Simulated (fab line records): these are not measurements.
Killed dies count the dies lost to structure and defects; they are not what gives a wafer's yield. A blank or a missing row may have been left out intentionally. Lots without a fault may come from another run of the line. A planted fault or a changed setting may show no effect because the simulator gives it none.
Chamber matching | flow sfq_line | SFQ_TRILAYER_I5_BARC_OPEN_VIA_ETCH_200 on rie_diel-03: 4 sister chambers
The step etches BARC in O2, target depth 125 nm, time 41.7 s. 8 wafers are shown with their chamber, then 7 later ones without.

== EACH WAFER AND ITS CHAMBER ==
wafer  | chamber | drypump_motor_current_A (A) | oes_product_au (a.u.)
L376.4 | 2       | 5.5                         | 0.685
L379.1 | 1       | 6.5                         | 0.686
L379.2 | 3       | 5.1                         | 0.684
L384.1 | 0       | 5.4                         | 0.678
L384.5 | 0       | 5.4                         | 0.687
L384.6 | 3       | 5.1                         | 0.682
L389.3 | 2       | 5.5                         | 0.690
L389.5 | 1       | 6.4                         | 0.688

== WAFERS WITH NO CHAMBER GIVEN ==
wafer  | drypump_motor_current_A (A) | oes_product_au (a.u.)
L389.6 | 5.4                         | 0.681
L392.2 | 5.5                         | 0.695
L392.3 | 5.5                         | 0.683
L392.4 | 5.1                         | 0.680
L394.1 | 5.4                         | 0.692
L394.3 | 6.5                         | 0.678
L394.6 | 5.4                         | 0.690

== WHICH CHAMBER EACH WENT THROUGH ==
wafer  | from the rows above     | in truth
L389.6 | 0                       | 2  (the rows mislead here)
L392.2 | 2                       | 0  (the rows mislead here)
L392.3 | can't be placed: 2 or 0 | 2
L392.4 | 3                       | 3
L394.1 | can't be placed: 0 or 2 | 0
L394.3 | 1                       | 1
L394.6 | can't be placed: 0 or 2 | 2
Correctly placed: 2 of 7. From these rows, 3 cannot be placed; in 3 the true chamber is one of the candidates. 2 placed wrongly.
How it was worked out, from the rows above alone: a wafer's distance from a chamber is the root of the sum, over the readings, of the square of ((its reading less the chamber's mean) divided by the reading's scatter). The wafer belongs to the nearest chamber; if the next one is less than 2 further off, it can't be placed. The mean given for a chamber averages the wafers shown for that chamber. The scatter is the square root of a quotient: the sum, over the shown wafers, of each reading's squared deviation from its chamber's mean, divided by wafers minus chambers.
